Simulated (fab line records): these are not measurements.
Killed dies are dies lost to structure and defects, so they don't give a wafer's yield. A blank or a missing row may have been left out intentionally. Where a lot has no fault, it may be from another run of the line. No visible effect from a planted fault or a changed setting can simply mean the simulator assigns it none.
fab line records    flow sky130
record lots=14  wafers=42  lastDay=50
route steps=708 shown FIELD_ISO@1 DNWELL@43 PWDE@54 SONOS_TUNNEL@162
lots untouched by any fault: they come from a run of this same line in which no faults occurred
startH: the number of hours between the record's first day and the start of the first shown wafer of the lot    waitH: time in hours since the lot's previous step    " identical to the entry in the row above    L1.1+2: one row covering several wafers at once    - value missing, or start not given    * or withheld: withheld    < > ~ a bound
route shown NAME@n: names a module that has steps shown in the file, with the first one's number in the route    usual: mean and standard deviation over wafers with no fault    same: alike in all rows    chamber/n: place in a boat    sites: readings site by site    _std_site: the standard deviation of these    _edge_site: inner sites' mean taken away from outer sites' mean    radiusMm: for every site, how far away it sits from the centre of the wafer    mask NAME#n: copy n    behind: the most recent tool/chamber to have shaped the wafer    hold: cause of the lot's hold/its duration in hours/its outcome    device: which transistor (n, p or np) failed to switch    end of line: the route-end tests of the same wafers    a step without rows: its recipe alone    killed: at the first sort, the dies lost to defects and structure; wafer yield is something else    map: shows each die of a wafer: x if killed, . if not, _ if none is there
set.NAME: the setting the step ran with; set.NAME@STEP: the setting that earlier step ran with    model.NAME: the simulator's own value behind a step, which no gauge read
one table for each step of the route and one row for each wafer, over a sample of lots
services: a tool's chamber out of use, with start hour (startH, from the record's first day; less than 0 if before it), hours out, and reason
## steps
# step SKY_FIELD_ISO_BOW_MEAS_00
# recipe mode=bow
# usual INCOMING_BOW=-1/5.9
lot.wafer  tool          chamber  startH  waitH  INCOMING_BOW[um]
L798.2     filmMetro-02  -        10.02   -      6
L798.4     "             -        "       "      -4
L798.5     "             -        "       "      15
L799.3     filmMetro-02  -        15.04   -      -7
L799.5     "             -        "       "      -2
L799.6     "             -        "       "      -3
L800.1     filmMetro-03  -        20.00   -      2
L800.3     "             -        "       "      3
L800.5     "             -        "       "      -6
L801.1     filmMetro-04  -        25.00   -      -3
L801.5     "             -        "       "      -3
L801.6     "             -        "       "      5
L802.4     filmMetro-04  -        30.06   -      -4
L802.5     "             -        "       "      -5
L802.6     "             -        "       "      4
L803.2     filmMetro-04  -        35.02   -      8
L803.5     "             -        "       "      -4
L803.6     "             -        "       "      -1
L804.2     filmMetro-02  -        40.02   -      -7
L804.4     "             -        "       "      -7
L804.5     "             -        "       "      -2
L806.2     filmMetro-02  -        50.02   -      0
L806.4     "             -        "       "      -10
L806.6     "             -        "       "      -13
L809.1     filmMetro-02  -        65.00   -      5
L809.3     "             -        "       "      2
L809.4     "             -        "       "      -10
L810.1     filmMetro-04  -        70.00   -      -8
L810.3     "             -        "       "      3
L810.5     "             -        "       "      -4
L811.2     filmMetro-04  -        75.02   -      -4
L811.4     "             -        "       "      -7
L811.5     "             -        "       "      16
L813.1     filmMetro-04  -        85.00   -      -6
L813.2     "             -        "       "      11
L813.3     "             -        "       "      -7
L814.4     filmMetro-02  -        90.06   -      3
L814.5     "             -        "       "      6
L814.6     "             -        "       "      -2
L815.2     filmMetro-03  -        95.02   -      -6
L815.3     "             -        "       "      -9
L815.6     "             -        "       "      12
# step SKY_DNWELL_STRIP_08
# recipe chemistry=O2/N2  powerW=1400  pressureMtorr=1500  platenTempC=withheld  o2FlowSccm=3000  n2FlowSccm=300  overashFraction=0.5
# usual chamberPressureMTorr=1499.8/1.3  drypumpMotorCurrentA=5.77/0.24  oesProductAu=0.722/0.0045  stripTimeToEndpointS=36.96/0.1
lot.wafer  tool            chamber  startH  waitH  chamberPressureMTorr  drypumpMotorCurrentA  oesProductAu  rfHoursCounterH  stripTimeToEndpointS
L798.2     plasmaAsher-02  1        55.22   0.1    1497.7                5.70                  0.720         24               36.86
L798.4     "               0        "       "      1499.2                5.96                  0.717         -                36.97
L798.5     "               1        "       "      1501.6                5.69                  0.721         -                37.03
L799.3     plasmaAsher-02  1        63.90   0.1    1500.5                5.77                  0.723         -                36.99
L799.5     "               0        "       "      1497.4                5.96                  0.721         -                36.91
L799.6     "               1        "       "      1500.9                5.74                  0.723         -                36.97
L800.1     plasmaAsher-04  0        67.16   0.1    1500.7                6.02                  0.721         37               37.10
L800.3     "               0        "       "      1500.1                6.03                  0.726         -                37.05
L800.5     "               0        "       "      1501.0                6.04                  0.721         -                37.08
L801.1     plasmaAsher-04  1        73.02   0.1    1500.3                5.76                  0.724         38               37.04
L801.5     "               0        "       "      1498.0                6.05                  0.717         -                36.94
L801.6     "               1        "       "      1500.2                5.78                  0.712         -                37.04
L802.4     plasmaAsher-02  1        77.40   0.1    1500.1                5.77                  0.714         -                36.89
L802.5     "               1        "       "      1501.4                5.75                  0.725         -                36.91
L802.6     "               0        "       "      1499.9                5.97                  0.724         -                36.84
L803.2     plasmaAsher-02  0        81.78   0.1    1502.4                5.97                  0.731         26               36.88
L803.5     "               1        "       "      1499.3                5.73                  0.729         -                36.74
L803.6     "               0        "       "      1498.1                5.95                  0.717         -                36.82
L804.2     plasmaAsher-02  1        85.37   0.1    1498.6                5.71                  0.724         27               36.75
L804.4     "               1        "       "      1500.8                5.72                  0.719         -                36.70
L804.5     "               0        "       "      1500.1                5.95                  0.721         -                36.69
L806.2     plasmaAsher-03  0        97.02   0.1    1501.4                5.78                  0.718         37               36.76
L806.4     "               1        "       "      1501.8                5.22                  0.726         -                36.88
L806.6     "               0        "       "      1499.1                5.85                  0.722         -                36.83
L809.1     plasmaAsher-02  0        113.52  0.1    1498.5                5.94                  0.727         30               37.06
L809.3     "               0        "       "      1498.6                5.95                  0.727         -                36.94
L809.4     "               1        "       "      1500.9                5.71                  0.728         -                36.95
L810.1     plasmaAsher-03  0        119.92  0.1    1502.1                5.82                  0.724         40               36.96
L810.3     "               0        "       "      1499.7                5.83                  0.720         -                37.01
L810.5     "               0        "       "      1498.1                5.80                  0.727         -                36.96
L811.2     plasmaAsher-02  1        122.66  0.1    1502.2                5.74                  0.725         31               36.86
L811.4     "               1        "       "      1500.7                5.76                  0.732         -                36.87
L811.5     "               0        "       "      1498.0                5.98                  0.726         -                36.90
L813.1     plasmaAsher-04  0        134.77  0.1    1499.0                6.03                  0.717         1                37.03
L813.2     "               1        "       "      1499.8                5.76                  0.723         1                37.17
L813.3     "               0        "       "      1499.0                6.03                  0.718         -                37.13
L814.4     plasmaAsher-02  0        141.65  0.1    -                     -                     -             -                -
L814.5     "               0        "       "      -                     -                     -             -                -
L814.6     "               1        "       "      -                     -                     -             -                -
L815.2     plasmaAsher-03  1        148.41  0.1    -                     -                     -             -                -
L815.3     "               1        "       "      -                     -                     -             -                -
L815.6     "               1        "       "      -                     -                     -             -                -
# step SKY_DNWELL_TW_MEAS_09
# usual DNWELL_TW=1115/15
lot.wafer  tool          chamber  startH  waitH  DNWELL_TW
L798.2     filmMetro-02  -        55.33   0.1    1142
L798.4     "             -        "       "      1140
L798.5     "             -        "       "      1140
L799.3     filmMetro-02  -        63.99   0.1    1141
L799.5     "             -        "       "      1134
L799.6     "             -        "       "      1140
L800.1     filmMetro-01  -        67.26   0.1    1099
L800.3     "             -        "       "      1099
L800.5     "             -        "       "      1104
L801.1     filmMetro-03  -        73.12   0.1    1097
L801.5     "             -        "       "      1101
L801.6     "             -        "       "      1096
L802.4     filmMetro-01  -        77.50   0.1    1107
L802.5     "             -        "       "      1108
L802.6     "             -        "       "      1112
L803.2     filmMetro-03  -        81.89   0.1    1119
L803.5     "             -        "       "      1113
L803.6     "             -        "       "      1117
L804.2     filmMetro-02  -        85.48   0.1    1136
L804.4     "             -        "       "      1135
L804.5     "             -        "       "      1136
L806.2     filmMetro-02  -        97.13   0.1    1123
L806.4     "             -        "       "      1121
L806.6     "             -        "       "      1125
L809.1     filmMetro-03  -        113.62  0.1    1106
L809.3     "             -        "       "      1103
L809.4     "             -        "       "      1098
L810.1     filmMetro-02  -        120.03  0.1    1137
L810.3     "             -        "       "      1144
L810.5     "             -        "       "      1138
L811.2     filmMetro-03  -        122.77  0.1    1106
L811.4     "             -        "       "      1108
L811.5     "             -        "       "      1104
L813.1     filmMetro-03  -        134.87  0.1    1098
L813.2     "             -        "       "      1105
L813.3     "             -        "       "      1100
L814.4     filmMetro-02  -        141.75  0.1    1136
L814.5     "             -        "       "      1137
L814.6     "             -        "       "      1141
L815.2     filmMetro-01  -        148.52  0.1    1106
L815.3     "             -        "       "      1103
L815.6     "             -        "       "      1102
# step SKY_PWDE_STRIP_09
# recipe chemistry=O2/N2  powerW=1400  pressureMtorr=1500  platenTempC=withheld  o2FlowSccm=3000  n2FlowSccm=300  overashFraction=0.5
# usual chamberPressureMTorr=1499.9/1.5  drypumpMotorCurrentA=5.73/0.24  oesProductAu=0.722/0.0047  stripTimeToEndpointS=36.96/0.1
lot.wafer  tool            chamber  startH  waitH  chamberPressureMTorr  drypumpMotorCurrentA  oesProductAu  rfHoursCounterH  stripTimeToEndpointS
L798.2     plasmaAsher-01  1        72.34   0.1    1499.7                5.77                  0.720         39               36.80
L798.4     "               0        "       "      1500.8                5.59                  0.729         -                36.84
L798.5     "               1        "       "      1499.9                5.76                  0.718         -                36.77
L799.3     plasmaAsher-03  1        81.66   0.1    1497.5                5.16                  0.726         -                36.80
L799.5     "               1        "       "      1498.9                5.17                  0.723         -                36.97
L799.6     "               0        "       "      1499.4                5.86                  0.727         -                36.93
L800.1     plasmaAsher-04  1        84.94   0.1    1496.0                5.76                  0.720         39               36.98
L800.3     "               1        "       "      1498.1                5.78                  0.721         -                36.90
L800.5     "               0        "       "      1498.6                6.04                  0.721         -                36.97
L801.1     plasmaAsher-04  0        91.33   0.1    1500.1                6.03                  0.720         40               36.97
L801.5     "               1        "       "      1502.2                5.77                  0.723         -                36.97
L801.6     "               0        "       "      1500.8                6.03                  0.725         -                36.95
L802.4     plasmaAsher-04  1        95.66   0.1    1501.1                5.79                  0.725         -                37.02
L802.5     "               1        "       "      1497.5                5.76                  0.722         -                37.15
L802.6     "               0        "       "      1501.1                6.04                  0.725         -                36.97
L803.2     plasmaAsher-04  1        100.44  0.1    1501.5                5.81                  0.719         41               36.80
L803.5     "               0        "       "      1501.5                6.00                  0.728         -                36.79
L803.6     "               1        "       "      1500.3                5.79                  0.716         -                36.78
L804.2     plasmaAsher-04  0        104.33  0.1    1500.1                6.03                  0.727         41               36.97
L804.4     "               0        "       "      1499.9                6.02                  0.715         -                37.06
L804.5     "               1        "       "      1499.0                5.75                  0.723         -                37.00
L806.2     plasmaAsher-01  0        117.00  0.1    1499.4                5.54                  0.723         43               36.85
L806.4     "               0        "       "      1501.3                5.56                  0.721         -                36.87
L806.6     "               1        "       "      1497.8                5.74                  0.720         -                36.92
L809.1     plasmaAsher-01  1        132.69  0.1    1499.8                5.74                  0.716         45               36.92
L809.3     "               1        "       "      1497.0                5.74                  0.713         -                36.92
L809.4     "               0        "       "      1499.6                5.55                  0.717         -                36.90
L810.1     plasmaAsher-03  1        139.85  0.1    1500.7                5.18                  0.719         42               36.84
L810.3     "               0        "       "      1500.6                5.78                  0.724         -                36.81
L810.5     "               1        "       "      1501.9                5.18                  0.723         -                36.90
L811.2     plasmaAsher-04  0        142.64  0.1    1499.9                6.02                  0.725         2                36.95
L811.4     "               0        "       "      1500.1                6.03                  0.718         -                37.01
L811.5     "               0        "       "      1499.8                6.02                  0.728         -                37.01
L813.1     plasmaAsher-01  0        155.24  0.1    1496.6                5.56                  0.722         47               37.14
L813.2     "               1        "       "      1498.8                5.70                  0.724         47               37.08
L813.3     "               1        "       "      1501.2                5.75                  0.728         -                37.08
L814.4     plasmaAsher-04  1        162.71  0.1    1499.5                5.75                  0.738         -                81.20
L814.5     "               0        "       "      1501.5                6.04                  0.734         -                81.09
L814.6     "               1        "       "      1498.1                5.77                  0.750         -                81.07
L815.2     plasmaAsher-04  1        170.28  0.1    1502.3                5.79                  0.742         5                81.09
L815.3     "               1        "       "      1501.7                5.79                  0.745         -                81.19
L815.6     "               0        "       "      1500.5                6.01                  0.737         -                81.18
# step SKY_PWDE_TW_MEAS_10
# usual PWDE_TW=374/4.7
lot.wafer  tool          chamber  startH  waitH  PWDE_TW
L798.2     filmMetro-01  -        72.45   0.1    374
L798.4     "             -        "       "      373
L798.5     "             -        "       "      371
L799.3     filmMetro-01  -        81.75   0.1    372
L799.5     "             -        "       "      372
L799.6     "             -        "       "      372
L800.1     filmMetro-02  -        85.04   0.1    381
L800.3     "             -        "       "      383
L800.5     "             -        "       "      383
L801.1     filmMetro-01  -        91.43   0.1    373
L801.5     "             -        "       "      373
L801.6     "             -        "       "      373
L802.4     filmMetro-02  -        95.76   0.1    383
L802.5     "             -        "       "      380
L802.6     "             -        "       "      379
L803.2     filmMetro-02  -        100.55  0.1    377
L803.5     "             -        "       "      378
L803.6     "             -        "       "      378
L804.2     filmMetro-01  -        104.44  0.1    372
L804.4     "             -        "       "      372
L804.5     "             -        "       "      370
L806.2     filmMetro-02  -        117.11  0.1    378
L806.4     "             -        "       "      380
L806.6     "             -        "       "      376
L809.1     filmMetro-01  -        132.79  0.1    373
L809.3     "             -        "       "      373
L809.4     "             -        "       "      373
L810.1     filmMetro-01  -        139.95  0.1    372
L810.3     "             -        "       "      370
L810.5     "             -        "       "      369
L811.2     filmMetro-02  -        142.75  0.1    383
L811.4     "             -        "       "      382
L811.5     "             -        "       "      381
L813.1     filmMetro-02  -        155.34  0.1    379
L813.2     "             -        "       "      380
L813.3     "             -        "       "      380
L814.4     filmMetro-01  -        162.81  0.1    30
L814.5     "             -        "       "      30
L814.6     "             -        "       "      30
L815.2     filmMetro-02  -        170.39  0.1    30
L815.3     "             -        "       "      30
L815.6     "             -        "       "      30
# step SKY_SONOS_TUNNEL_OVL_MEAS_08
# usual SONOS_TUNNEL_OVL=0.3/1.2
lot.wafer  tool        chamber  startH  waitH  SONOS_TUNNEL_OVL[nm]
L798.2     overlay-01  -        265.14  0.1    0.6
L798.4     "           -        "       "      0.1
L798.5     "           -        "       "      0.7
L799.3     overlay-01  -        278.94  0.1    0.2
L799.5     "           -        "       "      0.6
L799.6     "           -        "       "      1.9
L800.1     overlay-02  -        284.34  0.1    2.1
L800.3     "           -        "       "      -0.4
L800.5     "           -        "       "      1.4
L801.1     overlay-02  -        294.49  0.1    0.5
L801.5     "           -        "       "      -0.6
L801.6     "           -        "       "      0.3
L802.4     overlay-02  -        299.00  0.1    0.0
L802.5     "           -        "       "      0.2
L802.6     "           -        "       "      0.1
L803.2     overlay-02  -        302.39  0.1    0.0
L803.5     "           -        "       "      -0.8
L803.6     "           -        "       "      -0.7
L804.2     overlay-02  -        310.23  0.1    1.6
L804.4     "           -        "       "      2.1
L804.5     "           -        "       "      2.8
L806.2     overlay-02  -        326.34  0.1    0.9
L806.4     "           -        "       "      0.0
L806.6     "           -        "       "      1.1
L809.1     overlay-01  -        355.44  0.1    -1.1
L809.3     "           -        "       "      -2.1
L809.4     "           -        "       "      -2.1
L810.1     overlay-01  -        356.84  0.1    1.7
L810.3     "           -        "       "      1.4
L810.5     "           -        "       "      1.4
L811.2     overlay-01  -        364.71  0.1    1.5
L811.4     "           -        "       "      -0.8
L811.5     "           -        "       "      -0.5
L813.1     overlay-01  -        386.43  0.1    0.1
L813.2     "           -        "       "      1.3
L813.3     "           -        "       "      0.9
L814.4     overlay-01  -        388.65  0.1    1.3
L814.5     "           -        "       "      1.7
L814.6     "           -        "       "      0.8
L815.2     overlay-02  -        394.88  0.1    0.1
L815.3     "           -        "       "      1.7
L815.6     "           -        "       "      0.2
## services
tool            chamber  startH  hours  kind
plasmaAsher-04  -        64.49   1.2    repair
plasmaAsher-03  -        87.52   2.8    pm
plasmaAsher-02  -        107.91  0.4    repair
plasmaAsher-04  -        108.75  9.0    pm
plasmaAsher-04  0        108.75  9.0    ventCycle
plasmaAsher-04  1        108.75  9.0    ventCycle
plasmaAsher-04  0        117.75  -      clean
plasmaAsher-04  1        117.75  -      clean
plasmaAsher-04  -        131.69  2.8    pm
plasmaAsher-01  -        141.17  2.5    repair
plasmaAsher-02  -        148.19  15.6   pm
## key
firstSign step=SKY_DNWELL_STRIP_08  reading=toolRecord  direction=missing
effect step=SKY_PWDE_STRIP_09  reading=stripTimeToEndpointS  direction=up  sigmas=99+  usual=*  struck=*
effect step=SKY_PWDE_TW_MEAS_10  reading=PWDE_TW  direction=down  sigmas=73  usual=374  struck=30
metAt SKY_DNWELL_STRIP_08
struckLots L814,L815
sortLeftOut L814.4,L814.5,L814.6,L815.2,L815.3,L815.6
testerLeftOut L814,L815
notActingAt SKY_FIELD_ISO_BOW_MEAS_00,SKY_DNWELL_TW_MEAS_09,SKY_SONOS_TUNNEL_OVL_MEAS_08
onsetBetween 122.66 141.65
fault kind=skippedStepWhole  tool=plasmaAsher-02,plasmaAsher-03  chamber=-  onsetH=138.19  steps=SKY_DNWELL_STRIP_08  scope=struckLotsOnly
# testerLeftOut: of these lots the tester's yield and bins aren't shown, on N5 and GAA mostly nor the transistor test; their killed dies are dies lost to structure and defects alone, not to doping, threshold or leakage, so they don't give the yield
# sortLeftOut: the simulated sort isn't trusted on such a fault, so these wafers' sort isn't shown, and their yield isn't known
